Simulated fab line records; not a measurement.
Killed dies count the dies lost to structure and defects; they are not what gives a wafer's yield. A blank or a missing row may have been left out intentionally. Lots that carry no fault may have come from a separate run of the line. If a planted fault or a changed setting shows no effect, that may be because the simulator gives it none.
fab line records :: flow gf180mcu :: part 2 of 2: steps 30 to 39 of 39
record
  lots=5
  wafers=15
  last-day=34
route steps=602 shown V3@441 M4@456 V4@476
lots that met no fault: taken from a fault-free run of the same line
start-h: hours from the record's opening day to when the first of the lot's shown wafers began :: wait-h: how many hours have passed since the lot's step before this one :: " as in the row above :: L1.1+2: several wafers, shown together as one row :: - value missing, or start not given :: * or withheld: withheld :: < > ~ a bound
route shown NAME@n: NAME is a module with steps in the file, n the number in the route of the first one :: usual: mean/standard deviation of fault-free wafers :: same: alike in all rows :: chamber/n: place in a boat :: sites: readings site by site :: _std_site: their standard deviation :: _edge_site: outer sites' mean less inner sites' :: radius-mm: for every site, how far away it sits from the centre of the wafer :: mask NAME#n: copy n :: behind: the most recent tool/chamber to have shaped the wafer :: hold: what put the lot on hold/how long, in hours/how the hold closed :: device: which transistor (n, p or np) failed to switch :: end of line: at the end of the route, the tests of the same wafers :: where a step has no rows: the recipe by itself :: killed: the dies lost at the first sort to structure and to defects; this is not the yield of the wafer :: map: dies across one wafer; x = killed, . = not, _ = none there
set.NAME: the run value of the setting; set.NAME@STEP: its run value at that earlier step :: model.NAME: the simulator's own value behind a step, which no gauge read
lots at some steps of the route; a table a step, a row a wafer
services: from which hour (start-h, from the record's first day; less than 0 if before it) a tool's chamber was out of use, for how many hours, and why
## steps
# step GF_M4_CD_MEAS_14
# recipe
  target-cd-nm=280
# usual
  cd-nm=280.0/0.94
lot.wafer: L080.2
tool: cd-sem-01
chamber: -
start-h: 588.72
wait-h: 0.1
cd-nm: 280.4

lot.wafer: L080.5
tool: cd-sem-01
chamber: -
start-h: 588.72
wait-h: 0.1
cd-nm: 280.6

lot.wafer: L080.6
tool: cd-sem-01
chamber: -
start-h: 588.72
wait-h: 0.1
cd-nm: 280.2

lot.wafer: L086.4
tool: cd-sem-02
chamber: -
start-h: 641.01
wait-h: 0.1
cd-nm: 280.8

lot.wafer: L086.5
tool: cd-sem-02
chamber: -
start-h: 641.01
wait-h: 0.1
cd-nm: 280.0

lot.wafer: L086.6
tool: cd-sem-02
chamber: -
start-h: 641.01
wait-h: 0.1
cd-nm: 280.0

lot.wafer: L089.2
tool: cd-sem-02
chamber: -
start-h: 664.63
wait-h: 0.1
cd-nm: 278.1

lot.wafer: L089.3
tool: cd-sem-02
chamber: -
start-h: 664.63
wait-h: 0.1
cd-nm: 279.2

lot.wafer: L089.4
tool: cd-sem-02
chamber: -
start-h: 664.63
wait-h: 0.1
cd-nm: 280.1

lot.wafer: L096.4
tool: cd-sem-02
chamber: -
start-h: 704.73
wait-h: 0.1
cd-nm: 280.3

lot.wafer: L096.5
tool: cd-sem-02
chamber: -
start-h: 704.73
wait-h: 0.1
cd-nm: 281.0

lot.wafer: L096.6
tool: cd-sem-02
chamber: -
start-h: 704.73
wait-h: 0.1
cd-nm: 279.8

lot.wafer: L097.1
tool: cd-sem-01
chamber: -
start-h: 712.12
wait-h: 0.1
cd-nm: 280.0

lot.wafer: L097.2
tool: cd-sem-01
chamber: -
start-h: 712.12
wait-h: 0.1
cd-nm: 279.9

lot.wafer: L097.3
tool: cd-sem-01
chamber: -
start-h: 712.12
wait-h: 0.1
cd-nm: 280.2
# step GF_M4_OVL_MEAS_15
# usual
  M4_OVL=-3/5.7
lot.wafer: L080.2
tool: overlay-02
chamber: -
start-h: 588.83
wait-h: 0.1
M4_OVL[nm]: -2

lot.wafer: L080.5
tool: overlay-02
chamber: -
start-h: 588.83
wait-h: 0.1
M4_OVL[nm]: 1

lot.wafer: L080.6
tool: overlay-02
chamber: -
start-h: 588.83
wait-h: 0.1
M4_OVL[nm]: 0

lot.wafer: L086.4
tool: overlay-01
chamber: -
start-h: 641.09
wait-h: 0.1
M4_OVL[nm]: -11

lot.wafer: L086.5
tool: overlay-01
chamber: -
start-h: 641.09
wait-h: 0.1
M4_OVL[nm]: -1

lot.wafer: L086.6
tool: overlay-01
chamber: -
start-h: 641.09
wait-h: 0.1
M4_OVL[nm]: -1

lot.wafer: L089.2
tool: overlay-02
chamber: -
start-h: 664.73
wait-h: 0.1
M4_OVL[nm]: 4

lot.wafer: L089.3
tool: overlay-02
chamber: -
start-h: 664.73
wait-h: 0.1
M4_OVL[nm]: -3

lot.wafer: L089.4
tool: overlay-02
chamber: -
start-h: 664.73
wait-h: 0.1
M4_OVL[nm]: 5

lot.wafer: L096.4
tool: overlay-02
chamber: -
start-h: 704.81
wait-h: 0.1
M4_OVL[nm]: 3

lot.wafer: L096.5
tool: overlay-02
chamber: -
start-h: 704.81
wait-h: 0.1
M4_OVL[nm]: 3

lot.wafer: L096.6
tool: overlay-02
chamber: -
start-h: 704.81
wait-h: 0.1
M4_OVL[nm]: 2

lot.wafer: L097.1
tool: overlay-02
chamber: -
start-h: 712.24
wait-h: 0.1
M4_OVL[nm]: 8

lot.wafer: L097.2
tool: overlay-02
chamber: -
start-h: 712.24
wait-h: 0.1
M4_OVL[nm]: 7

lot.wafer: L097.3
tool: overlay-02
chamber: -
start-h: 712.24
wait-h: 0.1
M4_OVL[nm]: 11
# step GF_M4_METAL_ETCH_16
# recipe
  chemistry=Cl2/BCl3
  mask-material=KrF
  target-depth-nm=750.8
  stop-on=SiO2
  pressure-mtorr=8
  icp-w=800
  bias-w=140
  Cl2_flow_sccm=80
  bcl3-flow-sccm=40
  time-s=125.1
# usual
  drypump-motor-current-A=5.7/0.39
  mfc-cl2-sccm=79.97/0.25
  oes-product-au=0.991/0.006
  throttle-valve-pct=28.228/0.0098
lot.wafer: L080.2
tool: rie-metal-04
chamber: 1
start-h: 588.90
wait-h: 0.1
drypump-motor-current-A: 5.3
mfc-cl2-sccm: 79.96
oes-product-au: 0.983
rf-hours-counter-h: -
throttle-valve-pct: 28.235

lot.wafer: L080.5
tool: rie-metal-04
chamber: 1
start-h: 588.90
wait-h: 0.1
drypump-motor-current-A: 5.3
mfc-cl2-sccm: 80.13
oes-product-au: 0.984
rf-hours-counter-h: -
throttle-valve-pct: 28.226

lot.wafer: L080.6
tool: rie-metal-04
chamber: 1
start-h: 588.90
wait-h: 0.1
drypump-motor-current-A: 5.3
mfc-cl2-sccm: 79.48
oes-product-au: 0.993
rf-hours-counter-h: -
throttle-valve-pct: 28.229

lot.wafer: L086.4
tool: rie-metal-01
chamber: 0
start-h: 641.15
wait-h: 0.1
drypump-motor-current-A: 5.2
mfc-cl2-sccm: 80.05
oes-product-au: 0.999
rf-hours-counter-h: -
throttle-valve-pct: 28.215

lot.wafer: L086.5
tool: rie-metal-01
chamber: 0
start-h: 641.15
wait-h: 0.1
drypump-motor-current-A: 5.3
mfc-cl2-sccm: 80.12
oes-product-au: 0.996
rf-hours-counter-h: -
throttle-valve-pct: 28.232

lot.wafer: L086.6
tool: rie-metal-01
chamber: 1
start-h: 641.15
wait-h: 0.1
drypump-motor-current-A: 5.8
mfc-cl2-sccm: 80.05
oes-product-au: 0.992
rf-hours-counter-h: -
throttle-valve-pct: 28.228

lot.wafer: L089.2
tool: rie-metal-01
chamber: 0
start-h: 664.76
wait-h: 0.0
drypump-motor-current-A: 5.3
mfc-cl2-sccm: 79.59
oes-product-au: 1.000
rf-hours-counter-h: 14
throttle-valve-pct: 28.218

lot.wafer: L089.3
tool: rie-metal-01
chamber: 0
start-h: 664.76
wait-h: 0.0
drypump-motor-current-A: 5.2
mfc-cl2-sccm: 80.21
oes-product-au: 0.992
rf-hours-counter-h: -
throttle-valve-pct: 28.224

lot.wafer: L089.4
tool: rie-metal-01
chamber: 1
start-h: 664.76
wait-h: 0.0
drypump-motor-current-A: 5.8
mfc-cl2-sccm: 79.96
oes-product-au: 0.996
rf-hours-counter-h: -
throttle-valve-pct: 28.223

lot.wafer: L096.4
tool: rie-metal-04
chamber: 0
start-h: 704.87
wait-h: 0.1
drypump-motor-current-A: 5.9
mfc-cl2-sccm: 80.45
oes-product-au: 0.985
rf-hours-counter-h: -
throttle-valve-pct: 28.219

lot.wafer: L096.5
tool: rie-metal-04
chamber: 1
start-h: 704.87
wait-h: 0.1
drypump-motor-current-A: 5.3
mfc-cl2-sccm: 79.97
oes-product-au: 0.985
rf-hours-counter-h: -
throttle-valve-pct: 28.234

lot.wafer: L096.6
tool: rie-metal-04
chamber: 0
start-h: 704.87
wait-h: 0.1
drypump-motor-current-A: 5.9
mfc-cl2-sccm: 79.56
oes-product-au: 0.995
rf-hours-counter-h: -
throttle-valve-pct: 28.241

lot.wafer: L097.1
tool: rie-metal-03
chamber: 0
start-h: 712.28
wait-h: 0.0
drypump-motor-current-A: 5.7
mfc-cl2-sccm: 79.66
oes-product-au: 0.979
rf-hours-counter-h: 3
throttle-valve-pct: 28.238

lot.wafer: L097.2
tool: rie-metal-03
chamber: 1
start-h: 712.28
wait-h: 0.0
drypump-motor-current-A: 6.3
mfc-cl2-sccm: 80.01
oes-product-au: 0.985
rf-hours-counter-h: 4
throttle-valve-pct: 28.220

lot.wafer: L097.3
tool: rie-metal-03
chamber: 1
start-h: 712.28
wait-h: 0.0
drypump-motor-current-A: 6.3
mfc-cl2-sccm: 80.42
oes-product-au: 0.976
rf-hours-counter-h: -
throttle-valve-pct: 28.220
# step GF_M4_STRIP_17
# recipe
  chemistry=O2/N2
  power-w=1400
  pressure-mtorr=1500
  platen-temp-c=250
  o2-flow-sccm=3000
  n2-flow-sccm=300
  overash-fraction=0.5
# usual
  drypump-motor-current-A=5.7/0.32
  heater-power-w=360/22
  oes-product-au=0.538/0.0057
  strip-time-to-endpoint-s=7.40/0.05
lot.wafer: L080.2
tool: plasma-asher-03
chamber: 0
start-h: 589.11
wait-h: 0.2
drypump-motor-current-A: 5.9
heater-power-w: 370
oes-product-au: 0.546
rf-hours-counter-h: 78
strip-time-to-endpoint-s: 7.45

lot.wafer: L080.5
tool: plasma-asher-03
chamber: 0
start-h: 589.11
wait-h: 0.2
drypump-motor-current-A: 5.9
heater-power-w: 351
oes-product-au: 0.547
rf-hours-counter-h: -
strip-time-to-endpoint-s: 7.44

lot.wafer: L080.6
tool: plasma-asher-03
chamber: 1
start-h: 589.11
wait-h: 0.2
drypump-motor-current-A: 5.3
heater-power-w: 380
oes-product-au: 0.541
rf-hours-counter-h: -
strip-time-to-endpoint-s: 7.44

lot.wafer: L086.4
tool: plasma-asher-03
chamber: 0
start-h: 641.27
wait-h: 0.1
drypump-motor-current-A: 5.9
heater-power-w: 360
oes-product-au: 0.531
rf-hours-counter-h: -
strip-time-to-endpoint-s: 7.29

lot.wafer: L086.5
tool: plasma-asher-03
chamber: 1
start-h: 641.27
wait-h: 0.1
drypump-motor-current-A: 5.3
heater-power-w: 366
oes-product-au: 0.521
rf-hours-counter-h: -
strip-time-to-endpoint-s: 7.31

lot.wafer: L086.6
tool: plasma-asher-03
chamber: 0
start-h: 641.27
wait-h: 0.1
drypump-motor-current-A: 5.9
heater-power-w: 363
oes-product-au: 0.543
rf-hours-counter-h: -
strip-time-to-endpoint-s: 7.43

lot.wafer: L089.2
tool: plasma-asher-01
chamber: 1
start-h: 664.89
wait-h: 0.1
drypump-motor-current-A: 6.1
heater-power-w: 385
oes-product-au: 0.535
rf-hours-counter-h: 59
strip-time-to-endpoint-s: 7.38

lot.wafer: L089.3
tool: plasma-asher-01
chamber: 0
start-h: 664.89
wait-h: 0.1
drypump-motor-current-A: 5.6
heater-power-w: 327
oes-product-au: 0.531
rf-hours-counter-h: -
strip-time-to-endpoint-s: 7.33

lot.wafer: L089.4
tool: plasma-asher-01
chamber: 1
start-h: 664.89
wait-h: 0.1
drypump-motor-current-A: 6.1
heater-power-w: 393
oes-product-au: 0.535
rf-hours-counter-h: -
strip-time-to-endpoint-s: 7.41

lot.wafer: L096.4
tool: plasma-asher-03
chamber: 0
start-h: 704.99
wait-h: 0.1
drypump-motor-current-A: 5.9
heater-power-w: 362
oes-product-au: 0.539
rf-hours-counter-h: -
strip-time-to-endpoint-s: 7.41

lot.wafer: L096.5
tool: plasma-asher-03
chamber: 0
start-h: 704.99
wait-h: 0.1
drypump-motor-current-A: 5.9
heater-power-w: 363
oes-product-au: 0.543
rf-hours-counter-h: -
strip-time-to-endpoint-s: 7.49

lot.wafer: L096.6
tool: plasma-asher-03
chamber: 1
start-h: 704.99
wait-h: 0.1
drypump-motor-current-A: 5.3
heater-power-w: 372
oes-product-au: 0.542
rf-hours-counter-h: -
strip-time-to-endpoint-s: 7.39

lot.wafer: L097.1
tool: plasma-asher-01
chamber: 1
start-h: 712.40
wait-h: 0.1
drypump-motor-current-A: 6.1
heater-power-w: 402
oes-product-au: 0.539
rf-hours-counter-h: 63
strip-time-to-endpoint-s: 7.52

lot.wafer: L097.2
tool: plasma-asher-01
chamber: 0
start-h: 712.40
wait-h: 0.1
drypump-motor-current-A: 5.6
heater-power-w: 319
oes-product-au: 0.546
rf-hours-counter-h: 63
strip-time-to-endpoint-s: 7.45

lot.wafer: L097.3
tool: plasma-asher-01
chamber: 0
start-h: 712.40
wait-h: 0.1
drypump-motor-current-A: 5.6
heater-power-w: 326
oes-product-au: 0.534
rf-hours-counter-h: -
strip-time-to-endpoint-s: 7.43
# step GF_M4_STRIP_18
# recipe
  chemistry=post-etch-residue-remover
  time-s=1200
  temp-c=72.5
lot.wafer: L080.2+5+6
tool: wet-bench-01
chamber: 2
start-h: 589.21
wait-h: 0.1

lot.wafer: L086.4+5+6
tool: wet-bench-02
chamber: 1
start-h: 641.33
wait-h: 0.0

lot.wafer: L089.2+3+4
tool: wet-bench-01
chamber: 2
start-h: 664.99
wait-h: 0.1

lot.wafer: L096.4+5+6
tool: wet-bench-02
chamber: 1
start-h: 705.05
wait-h: 0.0

lot.wafer: L097.1+2+3
tool: wet-bench-02
chamber: 0
start-h: 712.73
wait-h: 0.3
# step GF_M4_CLEAN_19
# recipe
  chemistry=DIW
  dry=n2-spin
lot.wafer: L080.2+5+6
tool: wet-bench-02
chamber: 2
start-h: 589.96
wait-h: 0.0

lot.wafer: L086.4+5+6
tool: wet-bench-04
chamber: 2
start-h: 641.68
wait-h: 0.0

lot.wafer: L089.2+3+4
tool: wet-bench-04
chamber: 3
start-h: 665.36
wait-h: 0.0

lot.wafer: L096.4+5+6
tool: wet-bench-01
chamber: 0
start-h: 706.42
wait-h: 0.0

lot.wafer: L097.1+2+3
tool: wet-bench-04
chamber: 0
start-h: 713.57
wait-h: 0.1
# step GF_V4_CVD_00
# recipe
  material=SiO2
  target-thk-nm=600
  sigma-open-frac=0.3
  temp-c=400
  time-s=100
  sih4-flow-sccm=60
  pressure-mtorr=6
lot.wafer: L080.2+5+6
tool: hdpcvd-02
chamber: 0,2,0
start-h: 590.05
wait-h: 0.0

lot.wafer: L086.4+5+6
tool: hdpcvd-01
chamber: 2,1,0
start-h: 641.81
wait-h: 0.0

lot.wafer: L089.2+3+4
tool: hdpcvd-02
chamber: 2,0,2
start-h: 665.46
wait-h: 0.0

lot.wafer: L096.4+5+6
tool: hdpcvd-01
chamber: 1,0,2
start-h: 706.57
wait-h: 0.0

lot.wafer: L097.1+2+3
tool: hdpcvd-01
chamber: 2,1,0
start-h: 713.67
wait-h: 0.0
# step GF_V4_THK_MEAS_01
# recipe
  reads=SiO2_of_V4_CVD_00
# usual
  V4_CVD_00_THK=600/6
lot.wafer: L080.2
tool: film-metro-01
chamber: -
start-h: 590.13
wait-h: 0.0
V4_CVD_00_THK[nm]: 588

lot.wafer: L080.5
tool: film-metro-01
chamber: -
start-h: 590.13
wait-h: 0.0
V4_CVD_00_THK[nm]: 591

lot.wafer: L080.6
tool: film-metro-01
chamber: -
start-h: 590.13
wait-h: 0.0
V4_CVD_00_THK[nm]: 596

lot.wafer: L086.4
tool: film-metro-01
chamber: -
start-h: 641.88
wait-h: 0.0
V4_CVD_00_THK[nm]: 601

lot.wafer: L086.5
tool: film-metro-01
chamber: -
start-h: 641.88
wait-h: 0.0
V4_CVD_00_THK[nm]: 607

lot.wafer: L086.6
tool: film-metro-01
chamber: -
start-h: 641.88
wait-h: 0.0
V4_CVD_00_THK[nm]: 595

lot.wafer: L089.2
tool: film-metro-01
chamber: -
start-h: 665.54
wait-h: 0.0
V4_CVD_00_THK[nm]: 598

lot.wafer: L089.3
tool: film-metro-01
chamber: -
start-h: 665.54
wait-h: 0.0
V4_CVD_00_THK[nm]: 605

lot.wafer: L089.4
tool: film-metro-01
chamber: -
start-h: 665.54
wait-h: 0.0
V4_CVD_00_THK[nm]: 604

lot.wafer: L096.4
tool: film-metro-01
chamber: -
start-h: 706.63
wait-h: 0.0
V4_CVD_00_THK[nm]: 603

lot.wafer: L096.5
tool: film-metro-01
chamber: -
start-h: 706.63
wait-h: 0.0
V4_CVD_00_THK[nm]: 590

lot.wafer: L096.6
tool: film-metro-01
chamber: -
start-h: 706.63
wait-h: 0.0
V4_CVD_00_THK[nm]: 594

lot.wafer: L097.1
tool: film-metro-02
chamber: -
start-h: 713.75
wait-h: 0.0
V4_CVD_00_THK[nm]: 599

lot.wafer: L097.2
tool: film-metro-02
chamber: -
start-h: 713.75
wait-h: 0.0
V4_CVD_00_THK[nm]: 615

lot.wafer: L097.3
tool: film-metro-02
chamber: -
start-h: 713.75
wait-h: 0.0
V4_CVD_00_THK[nm]: 607
# step GF_V4_CVD_02
# recipe
  material=SiO2
  target-thk-nm=850
  precursor=TEOS
  temp-c=400
  time-s=94.851
  rf-w=600
# usual
  heater-power-w=684/100
lot.wafer: L080.2
tool: pecvd-01
chamber: 2
start-h: 590.18
wait-h: 0.0
heater-power-w: 740

lot.wafer: L080.5
tool: pecvd-01
chamber: 2
start-h: 590.18
wait-h: 0.0
heater-power-w: 753

lot.wafer: L080.6
tool: pecvd-01
chamber: 0
start-h: 590.18
wait-h: 0.0
heater-power-w: 693

lot.wafer: L086.4
tool: pecvd-01
chamber: 0
start-h: 641.94
wait-h: 0.1
heater-power-w: 711

lot.wafer: L086.5
tool: pecvd-01
chamber: 0
start-h: 641.94
wait-h: 0.1
heater-power-w: 545

lot.wafer: L086.6
tool: pecvd-01
chamber: 2
start-h: 641.94
wait-h: 0.1
heater-power-w: 678

lot.wafer: L089.2
tool: pecvd-04
chamber: 2
start-h: 665.59
wait-h: 0.0
heater-power-w: 520

lot.wafer: L089.3
tool: pecvd-04
chamber: 0
start-h: 665.59
wait-h: 0.0
heater-power-w: 663

lot.wafer: L089.4
tool: pecvd-04
chamber: 0
start-h: 665.59
wait-h: 0.0
heater-power-w: 547

lot.wafer: L096.4
tool: pecvd-04
chamber: 2
start-h: 706.70
wait-h: 0.1
heater-power-w: 576

lot.wafer: L096.5
tool: pecvd-04
chamber: 0
start-h: 706.70
wait-h: 0.1
heater-power-w: 546

lot.wafer: L096.6
tool: pecvd-04
chamber: 1
start-h: 706.70
wait-h: 0.1
heater-power-w: 829

lot.wafer: L097.1
tool: pecvd-01
chamber: 2
start-h: 713.81
wait-h: 0.1
heater-power-w: 643

lot.wafer: L097.2
tool: pecvd-01
chamber: 0
start-h: 713.81
wait-h: 0.1
heater-power-w: 610

lot.wafer: L097.3
tool: pecvd-01
chamber: 1
start-h: 713.81
wait-h: 0.1
heater-power-w: 750
# step GF_V4_THK_MEAS_03
# recipe
  reads=SiO2_of_V4_CVD_02
# usual
  V4_CVD_02_THK=851/11
lot.wafer: L080.2
tool: film-metro-03
chamber: -
start-h: 590.26
wait-h: 0.0
V4_CVD_02_THK[nm]: 860

lot.wafer: L080.5
tool: film-metro-03
chamber: -
start-h: 590.26
wait-h: 0.0
V4_CVD_02_THK[nm]: 877

lot.wafer: L080.6
tool: film-metro-03
chamber: -
start-h: 590.26
wait-h: 0.0
V4_CVD_02_THK[nm]: 863

lot.wafer: L086.4
tool: film-metro-01
chamber: -
start-h: 642.04
wait-h: 0.1
V4_CVD_02_THK[nm]: 848

lot.wafer: L086.5
tool: film-metro-01
chamber: -
start-h: 642.04
wait-h: 0.1
V4_CVD_02_THK[nm]: 858

lot.wafer: L086.6
tool: film-metro-01
chamber: -
start-h: 642.04
wait-h: 0.1
V4_CVD_02_THK[nm]: 847

lot.wafer: L089.2
tool: film-metro-01
chamber: -
start-h: 665.67
wait-h: 0.0
V4_CVD_02_THK[nm]: 842

lot.wafer: L089.3
tool: film-metro-01
chamber: -
start-h: 665.67
wait-h: 0.0
V4_CVD_02_THK[nm]: 842

lot.wafer: L089.4
tool: film-metro-01
chamber: -
start-h: 665.67
wait-h: 0.0
V4_CVD_02_THK[nm]: 856

lot.wafer: L096.4
tool: film-metro-02
chamber: -
start-h: 706.76
wait-h: 0.0
V4_CVD_02_THK[nm]: 876

lot.wafer: L096.5
tool: film-metro-02
chamber: -
start-h: 706.76
wait-h: 0.0
V4_CVD_02_THK[nm]: 863

lot.wafer: L096.6
tool: film-metro-02
chamber: -
start-h: 706.76
wait-h: 0.0
V4_CVD_02_THK[nm]: 865

lot.wafer: L097.1
tool: film-metro-02
chamber: -
start-h: 713.88
wait-h: 0.0
V4_CVD_02_THK[nm]: 842

lot.wafer: L097.2
tool: film-metro-02
chamber: -
start-h: 713.88
wait-h: 0.0
V4_CVD_02_THK[nm]: 855

lot.wafer: L097.3
tool: film-metro-02
chamber: -
start-h: 713.88
wait-h: 0.0
V4_CVD_02_THK[nm]: 848
## services
tool: cvd-w-01
chamber: -
start-h: 543.56
hours: 6.9
kind: pm

tool: krf-scanner-01
chamber: -
start-h: 550.92
hours: 1.0
kind: pm

tool: pvd-sputter-04
chamber: -
start-h: 569.34
hours: 0.9
kind: repair

tool: cmp-01
chamber: -
start-h: 571.26
hours: 1.3
kind: repair

tool: cmp-01
chamber: -
start-h: 572.59
hours: 4.0
kind: pm

tool: wet-bench-01
chamber: -
start-h: 591.03
hours: 0.5
kind: repair

tool: pvd-sputter-02
chamber: -
start-h: 592.48
hours: 2.3
kind: repair

tool: rie-diel-03
chamber: 0
start-h: 605.16
hours: 2.4
kind: repair

tool: cmp-01
chamber: -
start-h: 613.92
hours: 3.5
kind: pm

tool: pvd-sputter-04
chamber: -
start-h: 621.17
hours: 19.5
kind: repair

tool: plasma-asher-03
chamber: -
start-h: 625.62
hours: 6.0
kind: repair

tool: pecvd-01
chamber: 1
start-h: 630.12
hours: 23.4
kind: repair

tool: krf-scanner-01
chamber: -
start-h: 631.97
hours: 1.3
kind: pm

tool: pvd-sputter-03
chamber: -
start-h: 638.76
hours: 1.8
kind: repair

tool: plasma-asher-01
chamber: -
start-h: 645.07
hours: 1.0
kind: repair

tool: hdpcvd-01
chamber: -
start-h: 653.45
hours: 0.5
kind: repair

tool: krf-scanner-01
chamber: -
start-h: 654.76
hours: 0.4
kind: repair

tool: pvd-sputter-02
chamber: -
start-h: 655.99
hours: 6.3
kind: repair

tool: krf-scanner-01
chamber: -
start-h: 677.45
hours: 0.8
kind: pm

tool: krf-scanner-01
chamber: -
start-h: 684.88
hours: 0.5
kind: repair

tool: krf-scanner-01
chamber: -
start-h: 686.37
hours: 0.3
kind: repair

tool: pvd-sputter-03
chamber: -
start-h: 688.55
hours: 3.1
kind: repair

tool: pecvd-01
chamber: -
start-h: 690.96
hours: 1.5
kind: repair

tool: wet-bench-01
chamber: -
start-h: 712.33
hours: 4.4
kind: pm
